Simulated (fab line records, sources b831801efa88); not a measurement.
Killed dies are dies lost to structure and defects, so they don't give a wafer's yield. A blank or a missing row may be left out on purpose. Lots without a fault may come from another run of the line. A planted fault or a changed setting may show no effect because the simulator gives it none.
fab line records | flow sky130 | part 1 of 2: steps 1 to 33 of 40
record lots=5 wafers=15 last_day=50
route steps=708 shown METAL3@532 CAPM@537
lots that met no fault: from a run of the same line without faults
start_h: hours from the record's first day to the start of the lot's first wafer shown | wait_h: hours since the lot's step before | " the same as in the row above | L1.1+2: a row that stands for several wafers | - no value, or no start given | * or withheld: withheld | < > ~ a bound
route shown NAME@n: a module of which the file shows steps, and the number in the route of the first | usual: mean/standard deviation of fault-free wafers | same: alike in all rows | chamber/n: place in a boat | sites: the reading at each site | _std_site: their standard deviation | _edge_site: outer sites' mean less inner sites' | radius_mm: how far each site lies from the wafer's centre | mask NAME#n: copy n | behind: the tool/chamber that last shaped the wafer | hold: why the lot was held/for how many hours/how that ended | device: the transistor (n, p or np) that didn't switch | end of line: the same wafers' tests at the end of the route | a step without rows: its recipe alone | killed: dies lost to structure and defects at the first sort, not the wafer's yield | map: a wafer's dies, x killed, . not, _ none there
set.NAME: the setting as run; set.NAME@STEP: as run at that earlier step | model.NAME: the simulator's own value behind a step, which no gauge read
lots at some steps of the route; a table a step, a row a wafer
services: from which hour (start_h, from the record's first day; less than 0 if before it) a tool's chamber was out of use, for how many hours, and why
## steps
# step SKY_METAL3_SPUTTER_00
# recipe material=Ti target_thk_nm=15 power_w=3000 time_s=10 chamber_pressure_pa=0.4
# usual throttle_valve_pct=30.0/1.1
# columns lot.wafer tool chamber start_h wait_h throttle_valve_pct
L074.1 pvd_sputter-04 - 836.56 0.1 29.3
L074.5 " - " " 29.3
L074.6 " - " " 28.2
L075.1 pvd_sputter-04 - 851.00 0.1 28.0
L075.4 " - " " 28.5
L075.5 " - " " 29.5
L084.1 pvd_sputter-04 - 923.15 0.1 29.5
L084.4 " - " " 32.1
L084.5 " - " " 28.5
L093.1 pvd_sputter-02 - 985.80 0.2 29.1
L093.3 " - " " 30.5
L093.4 " - " " 29.8
L097.1 pvd_sputter-03 - 1012.60 0.1 31.1
L097.5 " - " " 30.5
L097.6 " - " " 29.1
# step SKY_METAL3_SPUTTER_01
# recipe material=TiN target_thk_nm=20 power_w=6500 time_s=16.7 chamber_pressure_pa=0.4
# usual throttle_valve_pct=30.0/1.1
# columns lot.wafer tool chamber start_h wait_h throttle_valve_pct
L074.1 pvd_sputter-04 - 836.58 0.0 29.4
L074.5 " - " " 29.6
L074.6 " - " " 28.5
L075.1 pvd_sputter-04 - 851.02 0.0 28.2
L075.4 " - " " 28.2
L075.5 " - " " 29.2
L084.1 pvd_sputter-04 - 923.17 0.0 29.3
L084.4 " - " " 32.1
L084.5 " - " " 28.2
L093.1 pvd_sputter-02 - 985.82 0.0 28.9
L093.3 " - " " 30.7
L093.4 " - " " 29.7
L097.1 pvd_sputter-03 - 1012.63 0.0 30.8
L097.5 " - " " 30.7
L097.6 " - " " 28.8
# step SKY_METAL3_SPUTTER_02
# recipe material=AlCu target_thk_nm=735 power_w=10600 time_s=39.1 chamber_pressure_pa=0.4
# usual throttle_valve_pct=30.0/1.1
# columns lot.wafer tool chamber start_h wait_h throttle_valve_pct
L074.1 pvd_sputter-04 - 836.61 0.0 29.6
L074.5 " - " " 29.5
L074.6 " - " " 28.2
L075.1 pvd_sputter-04 - 851.05 0.0 28.3
L075.4 " - " " 28.3
L075.5 " - " " 29.3
L084.1 pvd_sputter-04 - 923.20 0.0 29.5
L084.4 " - " " 32.3
L084.5 " - " " 28.2
L093.1 pvd_sputter-02 - 985.84 0.0 28.9
L093.3 " - " " 30.5
L093.4 " - " " 29.4
L097.1 pvd_sputter-03 - 1012.66 0.0 30.9
L097.5 " - " " 30.7
L097.6 " - " " 29.2
# step SKY_METAL3_SPUTTER_03
# recipe material=Ti target_thk_nm=5 power_w=3000 time_s=3.3 chamber_pressure_pa=0.4
# usual throttle_valve_pct=30.0/1.1
# columns lot.wafer tool chamber start_h wait_h throttle_valve_pct
L074.1 pvd_sputter-04 - 836.65 0.0 29.3
L074.5 " - " " 29.4
L074.6 " - " " 28.3
L075.1 pvd_sputter-04 - 851.08 0.0 28.4
L075.4 " - " " 28.3
L075.5 " - " " 29.6
L084.1 pvd_sputter-04 - 923.24 0.0 29.5
L084.4 " - " " 32.2
L084.5 " - " " 28.3
L093.1 pvd_sputter-02 - 985.88 0.0 29.0
L093.3 " - " " 30.5
L093.4 " - " " 29.5
L097.1 pvd_sputter-03 - 1012.70 0.0 30.7
L097.5 " - " " 30.9
L097.6 " - " " 28.9
# step SKY_METAL3_SPUTTER_04
# recipe material=TiN target_thk_nm=70 power_w=6500 time_s=58.3 chamber_pressure_pa=0.4
# usual throttle_valve_pct=30.0/1.1
# columns lot.wafer tool chamber start_h wait_h throttle_valve_pct
L074.1 pvd_sputter-04 - 836.66 0.0 29.2
L074.5 " - " " 29.6
L074.6 " - " " 28.2
L075.1 pvd_sputter-04 - 851.10 0.0 28.4
L075.4 " - " " 28.5
L075.5 " - " " 29.5
L084.1 pvd_sputter-04 - 923.26 0.0 29.6
L084.4 " - " " 32.2
L084.5 " - " " 28.1
L093.1 pvd_sputter-02 - 985.90 0.0 29.2
L093.3 " - " " 30.8
L093.4 " - " " 29.8
L097.1 pvd_sputter-03 - 1012.72 0.0 30.9
L097.5 " - " " 30.6
L097.6 " - " " 28.9
# step SKY_CAPM_CVD_00
# recipe material=SiO2 target_thk_nm=15.5 temp_c=400 time_s=withheld rf_w=450
# usual heater_power_w=707/110
# columns lot.wafer tool chamber start_h wait_h heater_power_w
L074.1 pecvd-01 1 836.71 0.0 741
L074.5 " 2 " " 679
L074.6 " 0 " " 806
L075.1 pecvd-01 2 851.15 0.0 589
L075.4 " 1 " " 669
L075.5 " 0 " " 787
L084.1 pecvd-02 0 923.31 0.0 930
L084.4 " 1 " " 511
L084.5 " 2 " " 576
L093.1 pecvd-03 0 985.95 0.0 735
L093.3 " 2 " " 684
L093.4 " 0 " " 744
L097.1 pecvd-01 1 1012.77 0.0 736
L097.5 " 1 " " 735
L097.6 " 2 " " 681
# step SKY_CAPM_THK_MEAS_01
# recipe reads=SiO2_of_CAPM_CVD_00
# usual CAPM_CVD_00_THK=15.44/0.24
# columns lot.wafer tool chamber start_h wait_h CAPM_CVD_00_THK[nm]
L074.1 film_metro-01 - 836.74 - 15.75
L074.5 " - " " 15.75
L074.6 " - " " 15.83
L075.1 film_metro-01 - 851.17 - 15.27
L075.4 " - " " 15.56
L075.5 " - " " 15.55
L084.1 film_metro-01 - 923.33 - 15.12
L084.4 " - " " 15.29
L084.5 " - " " 15.56
L093.1 film_metro-04 - 985.97 - 15.21
L093.3 " - " " 15.21
L093.4 " - " " 15.64
L097.1 film_metro-01 - 1012.79 - 15.30
L097.5 " - " " 15.74
L097.6 " - " " 15.51
# step SKY_CAPM_SPUTTER_02
# recipe material=TiN target_thk_nm=200 temp_c=300 power_w=6500 time_s=166.7 chamber_pressure_pa=0.4
# usual throttle_valve_pct=29.6/0.86
# columns lot.wafer tool chamber start_h wait_h throttle_valve_pct
L074.1 pvd_sputter-01 - 836.80 0.1 29.7
L074.5 " - " " 30.3
L074.6 " - " " 29.6
L075.1 pvd_sputter-01 - 851.23 0.1 29.4
L075.4 " - " " 30.7
L075.5 " - " " 28.4
L084.1 pvd_sputter-01 - 923.39 0.1 29.5
L084.4 " - " " 30.3
L084.5 " - " " 29.6
L093.1 pvd_sputter-04 - 986.03 0.1 28.3
L093.3 " - " " 32.1
L093.4 " - " " 29.3
L097.1 pvd_sputter-01 - 1012.85 0.1 28.1
L097.5 " - " " 29.6
L097.6 " - " " 28.5
# step SKY_CAPM_RS_MEAS_03
# recipe thk_meas_gauge=four-point-probe reads=TiN_of_CAPM_SPUTTER_02
# usual CAPM_TIN_RS=6.94/0.12
# columns lot.wafer tool chamber start_h wait_h CAPM_TIN_RS[ohm/sq]
L074.1 film_metro-01 - 836.90 0.1 6.80
L074.5 " - " " 6.87
L074.6 " - " " 6.79
L075.1 film_metro-03 - 851.34 0.1 6.85
L075.4 " - " " 6.95
L075.5 " - " " 7.09
L084.1 film_metro-01 - 923.50 0.1 6.96
L084.4 " - " " 7.10
L084.5 " - " " 6.99
L093.1 film_metro-01 - 986.14 0.1 6.81
L093.3 " - " " 6.69
L093.4 " - " " 6.82
L097.1 film_metro-04 - 1012.96 0.1 6.94
L097.5 " - " " 6.74
L097.6 " - " " 6.98
# step SKY_CAPM_THK_MEAS_04
# recipe thk_meas_gauge=xrf reads=TiN_of_CAPM_SPUTTER_02
# usual CAPM_TIN_THK=198/3.7
# columns lot.wafer tool chamber start_h wait_h CAPM_TIN_THK[nm]
L074.1 film_metro-01 - 837.02 0.1 204
L074.5 " - " " 202
L074.6 " - " " 204
L075.1 film_metro-03 - 851.46 0.1 200
L075.4 " - " " 196
L075.5 " - " " 192
L084.1 film_metro-01 - 923.62 0.1 199
L084.4 " - " " 194
L084.5 " - " " 198
L093.1 film_metro-01 - 986.26 0.1 201
L093.3 " - " " 206
L093.4 " - " " 203
L097.1 film_metro-04 - 1013.08 0.1 199
L097.5 " - " " 206
L097.6 " - " " 199
# step SKY_CAPM_DEHYDRATE_05
# recipe temp_c=200 time_s=60
# columns lot.wafer tool chamber start_h wait_h
L074.1+5+6 litho_track-03 0 849.16 12.1
L075.1+4+5 litho_track-03 0 863.66 12.2
L084.1+4+5 litho_track-03 0 935.56 11.9
L093.1+3+4 litho_track-02 0 996.81 10.5
L097.1+5+6 litho_track-03 0 1022.76 9.7
# step SKY_CAPM_HMDS_06
# recipe prime_time_s=60 prime_temp_c=120
# columns lot.wafer tool chamber start_h wait_h
L074.1+5+6 litho_track-03 0 849.31 0.1
L075.1+4+5 litho_track-03 0 863.81 0.1
L084.1+4+5 litho_track-03 0 935.71 0.1
L093.1+3+4 litho_track-02 0 996.96 0.1
L097.1+5+6 litho_track-03 0 1022.91 0.1
# step SKY_CAPM_COAT_07
# recipe resist=NOVOLAK spin_rpm=3000 resist_thk_nm=1140
# columns lot.wafer tool chamber start_h wait_h
L074.1+5+6 litho_track-03 0 849.46 0.1
L075.1+4+5 litho_track-03 0 863.96 0.1
L084.1+4+5 litho_track-03 0 935.86 0.1
L093.1+3+4 litho_track-02 0 997.11 0.1
L097.1+5+6 litho_track-03 0 1023.06 0.1
# step SKY_CAPM_SOFTBAKE_08
# recipe temp_c=90 time_s=60 resist=NOVOLAK
# columns lot.wafer tool chamber start_h wait_h
L074.1+5+6 litho_track-03 0 849.61 0.1
L075.1+4+5 litho_track-03 0 864.11 0.1
L084.1+4+5 litho_track-03 0 936.01 0.1
L093.1+3+4 litho_track-02 0 997.26 0.1
L097.1+5+6 litho_track-03 0 1023.21 0.1
# step SKY_CAPM_EXPOSE_09
# recipe mask_id=CAPM na=0.6 source_shape=conventional sigma_outer=0.6 polarization=unpolarized target_cd_nm=1000 dose_mj=159
# columns lot.wafer tool chamber start_h wait_h mask
L074.1+5+6 iline_stepper-01 0 - - CAPM#0
L075.1+4+5 iline_stepper-02 0 - - CAPM#0
L084.1+4+5 iline_stepper-01 0 - - CAPM#0
L093.1+3+4 iline_stepper-01 0 - - CAPM#0
L097.1+5+6 iline_stepper-01 0 - - CAPM#0
# step SKY_CAPM_PEB_10
# recipe temp_c=withheld time_s=* resist=NOVOLAK
# columns lot.wafer tool chamber start_h wait_h
L074.1+5+6 litho_track-02 0 - -
L075.1+4+5 litho_track-01 0 - -
L084.1+4+5 litho_track-01 0 - -
L093.1+3+4 litho_track-02 0 - -
L097.1+5+6 litho_track-01 0 - -
# step SKY_CAPM_DEVELOP_11
# recipe resist=NOVOLAK developer=TMAH develop_time_s=60 dev_temp_c=23
# columns lot.wafer tool chamber start_h wait_h
L074.1+5+6 litho_track-02 0 862.96 0.1
L075.1+4+5 litho_track-01 0 876.91 0.1
L084.1+4+5 litho_track-01 0 947.27 0.1
L093.1+3+4 litho_track-02 0 1008.46 0.1
L097.1+5+6 litho_track-01 0 1034.97 0.1
# step SKY_CAPM_OVL_MEAS_12
# usual CAPM_OVL=0.2/1.4
# columns lot.wafer tool chamber start_h wait_h CAPM_OVL[nm]
L074.1 overlay-01 - 863.11 0.1 2.3
L074.5 " - " " 2.7
L074.6 " - " " 2.7
L075.1 overlay-02 - 877.06 0.1 0.6
L075.4 " - " " 0.1
L075.5 " - " " 1.1
L084.1 overlay-01 - 947.42 0.1 -0.8
L084.4 " - " " 0.0
L084.5 " - " " 0.9
L093.1 overlay-02 - 1008.61 0.1 -0.3
L093.3 " - " " 1.6
L093.4 " - " " 0.2
L097.1 overlay-02 - 1035.12 0.1 -1.3
L097.5 " - " " -1.8
L097.6 " - " " -2.4
# step SKY_CAPM_METAL_ETCH_13
# recipe target_depth_nm=220 stop_on=SiO2 chemistry=Cl2/BCl3 target=TiN pressure_mtorr=10 icp_w=900 bias_w=48.5 Cl2_flow_sccm=60 bcl3_flow_sccm=30 time_s=60.68
# usual drypump_motor_current_A=5.50/0.22 oes_product_au=0.958/0.011 throttle_valve_pct=21.891/0.012
# columns lot.wafer tool chamber start_h wait_h drypump_motor_current_A oes_product_au rf_hours_counter_h throttle_valve_pct
L074.1 rie_metal-02 1 863.15 0.0 5.66 0.977 11 21.891
L074.5 " 0 " " 5.28 0.963 - 21.869
L074.6 " 1 " " 5.64 0.967 - 21.886
L075.1 rie_metal-04 0 877.10 0.0 5.78 0.968 14 21.884
L075.4 " 0 " " 5.78 0.949 - 21.889
L075.5 " 0 " " 5.78 0.943 - 21.901
L084.1 rie_metal-03 1 947.45 0.0 5.80 0.960 11 21.894
L084.4 " 0 " " 5.62 0.936 - 21.909
L084.5 " 0 " " 5.58 0.959 - 21.907
L093.1 rie_metal-03 0 1008.65 0.0 5.59 0.963 24 21.886
L093.3 " 1 " " 5.78 0.982 - 21.871
L093.4 " 0 " " 5.59 0.966 - 21.901
L097.1 rie_metal-04 1 1035.15 0.0 5.18 0.959 8 21.884
L097.5 " 0 " " 5.76 0.974 - 21.886
L097.6 " 1 " " 5.16 0.956 - 21.898
# step SKY_CAPM_STRIP_14
# recipe chemistry=O2/N2 power_w=1400 pressure_mtorr=1500 platen_temp_c=withheld o2_flow_sccm=3000 n2_flow_sccm=300 overash_fraction=0.5
# usual drypump_motor_current_A=5.6/0.48 oes_product_au=0.710/0.0043 strip_time_to_endpoint_s=12.71/0.055
# columns lot.wafer tool chamber start_h wait_h drypump_motor_current_A oes_product_au rf_hours_counter_h strip_time_to_endpoint_s
L074.1 plasma_asher-03 0 863.22 0.1 6.2 0.708 13 12.80
L074.5 " 1 " " 6.2 0.712 - 12.72
L074.6 " 0 " " 6.2 0.711 - 12.74
L075.1 plasma_asher-01 1 877.18 0.1 4.9 0.711 81 12.75
L075.4 " 1 " " 4.9 0.705 - 12.78
L075.5 " 0 " " 5.8 0.707 - 12.76
L084.1 plasma_asher-01 0 947.55 0.1 5.8 0.707 87 12.75
L084.4 " 0 " " 5.8 0.717 - 12.63
L084.5 " 0 " " 5.8 0.702 - 12.65
L093.1 plasma_asher-03 0 1008.72 0.1 6.2 0.712 26 12.68
L093.3 " 1 " " 6.2 0.714 - 12.75
L093.4 " 0 " " 6.2 0.711 - 12.65
L097.1 plasma_asher-03 1 1035.23 0.1 6.2 0.709 29 12.82
L097.5 " 0 " " 6.2 0.710 - 12.75
L097.6 " 1 " " 6.2 0.713 - 12.75
# step SKY_CAPM_STRIP_15
# recipe chemistry=post_etch_residue_remover time_s=1200 temp_c=72.5
# usual temp_c=72.47/0.11
# columns lot.wafer tool chamber start_h wait_h temp_c
L074.1 wet_bench-01 3 863.32 0.1 72.58
L074.5 " 3 " " 72.42
L074.6 " 3 " " 72.42
L075.1 wet_bench-01 1 877.28 0.1 72.45
L075.4 " 1 " " 72.50
L075.5 " 1 " " 72.48
L084.1 wet_bench-02 2 947.65 0.1 72.57
L084.4 " 2 " " 72.54
L084.5 " 2 " " 72.50
L093.1 wet_bench-03 1 1008.82 0.1 72.57
L093.3 " 1 " " 72.47
L093.4 " 1 " " 72.54
L097.1 wet_bench-02 3 1035.33 0.1 72.58
L097.5 " 3 " " 72.64
L097.6 " 3 " " 72.55
# step SKY_CAPM_CLEAN_16
# recipe chemistry=IPA time_s=180 temp_c=25
# usual temp_c=25.00/0.11
# columns lot.wafer tool chamber start_h wait_h temp_c
L074.1 wet_bench-03 1 863.66 0.0 24.82
L074.5 " 1 " " 24.94
L074.6 " 1 " " 24.99
L075.1 wet_bench-02 1 877.62 0.0 25.06
L075.4 " 1 " " 24.96
L075.5 " 1 " " 25.18
L084.1 wet_bench-01 2 948.00 0.0 24.76
L084.4 " 2 " " 24.85
L084.5 " 2 " " 24.89
L093.1 wet_bench-01 0 1009.17 0.0 25.04
L093.3 " 0 " " 25.05
L093.4 " 0 " " 25.13
L097.1 wet_bench-02 2 1035.67 0.0 24.98
L097.5 " 2 " " 24.84
L097.6 " 2 " " 24.91
# step SKY_CAPM_CLEAN_17
# recipe chemistry=O3/DIW dry=n2_spin
# columns lot.wafer tool chamber start_h wait_h
L074.1+5+6 wet_bench-01 0 863.72 0.0
L075.1+4+5 wet_bench-03 3 877.68 0.0
L084.1+4+5 wet_bench-02 1 948.05 0.0
L093.1+3+4 wet_bench-03 3 1009.22 0.0
L097.1+5+6 wet_bench-01 2 1035.73 0.0
# step SKY_METAL3_DEHYDRATE_05
# recipe temp_c=200 time_s=60
# columns lot.wafer tool chamber start_h wait_h
L074.1+5+6 litho_track-02 0 875.31 11.5
L075.1+4+5 litho_track-01 0 890.11 12.3
L084.1+4+5 litho_track-04 0 960.27 12.1
L093.1+3+4 litho_track-04 0 1020.07 10.8
L097.1+5+6 litho_track-01 0 1045.82 10.0
# step SKY_METAL3_HMDS_06
# recipe prime_time_s=60 prime_temp_c=120
# columns lot.wafer tool chamber start_h wait_h
L074.1+5+6 litho_track-02 0 875.46 0.1
L075.1+4+5 litho_track-01 0 890.26 0.1
L084.1+4+5 litho_track-04 0 960.42 0.1
L093.1+3+4 litho_track-04 0 1020.22 0.1
L097.1+5+6 litho_track-01 0 1045.97 0.1
# step SKY_METAL3_COAT_07
# recipe resist=BARC temp_c=withheld time_s=withheld spin_rpm=3000 resist_thk_nm=60
# columns lot.wafer tool chamber start_h wait_h
L074.1+5+6 litho_track-02 0 875.61 0.1
L075.1+4+5 litho_track-01 0 890.41 0.1
L084.1+4+5 litho_track-04 0 960.57 0.1
L093.1+3+4 litho_track-04 0 1020.37 0.1
L097.1+5+6 litho_track-01 0 1046.12 0.1
# step SKY_METAL3_COAT_08
# recipe resist=KrF-thick spin_rpm=3000 resist_thk_nm=1140
# columns lot.wafer tool chamber start_h wait_h
L074.1+5+6 litho_track-02 0 - -
L075.1+4+5 litho_track-01 0 - -
L084.1+4+5 litho_track-04 0 - -
L093.1+3+4 litho_track-04 0 - -
L097.1+5+6 litho_track-01 0 - -
# step SKY_METAL3_SOFTBAKE_09
# recipe temp_c=100 time_s=90 resist=KrF-thick
# columns lot.wafer tool chamber start_h wait_h
L074.1+5+6 litho_track-02 0 - -
L075.1+4+5 litho_track-01 0 - -
L084.1+4+5 litho_track-04 0 - -
L093.1+3+4 litho_track-04 0 - -
L097.1+5+6 litho_track-01 0 - -
# step SKY_METAL3_EXPOSE_10
# recipe mask_id=MM3 na=0.68 source_shape=annular sigma_inner=0.4 sigma_outer=0.8 target_cd_nm=300 dose_mj=28
# columns lot.wafer tool chamber start_h wait_h mask
L074.1+5+6 krf_scanner-02 0 - - MM3#0
L075.1+4+5 krf_scanner-02 0 - - MM3#0
L084.1+4+5 krf_scanner-01 0 - - MM3#0
L093.1+3+4 krf_scanner-02 0 - - MM3#0
L097.1+5+6 krf_scanner-02 0 - - MM3#0
# step SKY_METAL3_PEB_11
# recipe peb_temp_c=withheld peb_time_s=withheld resist=KrF-thick
# columns lot.wafer tool chamber start_h wait_h
L074.1+5+6 litho_track-01 0 - -
L075.1+4+5 litho_track-04 0 - -
L084.1+4+5 litho_track-02 0 - -
L093.1+3+4 litho_track-02 0 - -
L097.1+5+6 litho_track-02 0 - -
# step SKY_METAL3_DEVELOP_12
# recipe develop_time_s=60 resist=KrF-thick dev_temp_c=21
# columns lot.wafer tool chamber start_h wait_h
L074.1+5+6 litho_track-01 0 - -
L075.1+4+5 litho_track-04 0 - -
L084.1+4+5 litho_track-02 0 - -
L093.1+3+4 litho_track-02 0 - -
L097.1+5+6 litho_track-02 0 - -
# step SKY_METAL3_CD_MEAS_13
# recipe target_cd_nm=300
# usual cd_nm=300.3/1.2
# columns lot.wafer tool chamber start_h wait_h cd_nm
L074.1 cd_sem-01 - 889.46 - 301.1
L074.5 " - " " 299.5
L074.6 " - " " 299.2
L075.1 cd_sem-01 - 902.72 - 300.8
L075.4 " - " " 299.6
L075.5 " - " " 299.4
L084.1 cd_sem-02 - 972.26 - 302.2
L084.4 " - " " 301.6
L084.5 " - " " 301.7
L093.1 cd_sem-01 - 1031.66 - 298.9
L093.3 " - " " 298.7
L093.4 " - " " 298.2
L097.1 cd_sem-01 - 1056.91 - 299.2
L097.5 " - " " 299.2
L097.6 " - " " 298.9
# step SKY_METAL3_OVL_MEAS_14
# usual METAL3_OVL=1/4.5
# columns lot.wafer tool chamber start_h wait_h METAL3_OVL[nm]
L074.1 overlay-02 - 889.58 0.1 -6
L074.5 " - " " -4
L074.6 " - " " -1
L075.1 overlay-02 - 902.84 0.1 -7
L075.4 " - " " -4
L075.5 " - " " -1
L084.1 overlay-01 - 972.38 0.1 7
L084.4 " - " " 9
L084.5 " - " " 9
L093.1 overlay-02 - 1031.78 0.1 4
L093.3 " - " " 0
L093.4 " - " " 2
L097.1 overlay-02 - 1057.03 0.1 -3
L097.5 " - " " 1
L097.6 " - " " 0
